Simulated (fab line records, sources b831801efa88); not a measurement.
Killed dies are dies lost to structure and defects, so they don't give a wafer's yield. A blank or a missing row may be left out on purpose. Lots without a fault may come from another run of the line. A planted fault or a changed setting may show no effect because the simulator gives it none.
Chamber matching | flow gf180mcu | GF_HV_LDD_ETCHBACK_58 on rie_diel-03: 4 sister chambers
The step etches Si3N4 in CH3F/O2, stops on SiO2, time 100 s, target depth 90 nm. 8 wafers are shown with their chamber, then 8 later ones without.

WAFERS WITH THEIR CHAMBER
wafer  | chamber | bias_w (W) | oes_product_au (a.u.)
L758.6 | 3       | 80.33      | 0.840
L761.3 | 1       | 80.08      | 0.826
L761.5 | 1       | 79.78      | 0.833
L761.6 | 0       | 80.41      | 0.834
L763.1 | 2       | 79.95      | 0.828
L763.2 | 3       | 80.42      | 0.826
L763.3 | 0       | 79.82      | 0.821
L766.1 | 2       | 80.14      | 0.842

WAFERS WITHOUT THEIR CHAMBER
wafer  | bias_w (W) | oes_product_au (a.u.)
L766.4 | 79.79      | 0.840
L766.6 | 80.13      | 0.837
L767.1 | 80.20      | 0.838
L767.2 | 79.93      | 0.837
L767.3 | 80.05      | 0.837
L768.1 | 79.99      | 0.836
L768.3 | 80.17      | 0.837
L768.4 | 79.94      | 0.838

WHICH CHAMBER EACH WENT THROUGH
wafer  | from the rows above               | in truth
L766.4 | can't be placed: 2 or 1 or 0 or 3 | 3
L766.6 | can't be placed: 2 or 0 or 3 or 1 | 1
L767.1 | can't be placed: 2 or 3 or 0 or 1 | 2
L767.2 | can't be placed: 2 or 1 or 0 or 3 | 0
L767.3 | can't be placed: 2 or 1 or 0 or 3 | 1
L768.1 | can't be placed: 2 or 1 or 0 or 3 | 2
L768.3 | can't be placed: 2 or 3 or 0 or 1 | 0
L768.4 | can't be placed: 2 or 1 or 0 or 3 | 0
Placed correctly: 0 of 8. Can't be placed from these rows: 8 (the true chamber is among the candidates in 8). Placed wrongly: 0.
How it was worked out, from the rows above alone: a wafer's distance from a chamber is the root of the sum, over the readings, of the square of ((its reading less the chamber's mean) divided by the reading's scatter). The wafer belongs to the nearest chamber; if the next one is less than 2 further off, it can't be placed. A chamber's mean is the mean of its shown wafers. The scatter: the root of (the sum of the squares of (reading less its chamber's mean) over the shown wafers, divided by (wafers less chambers)).
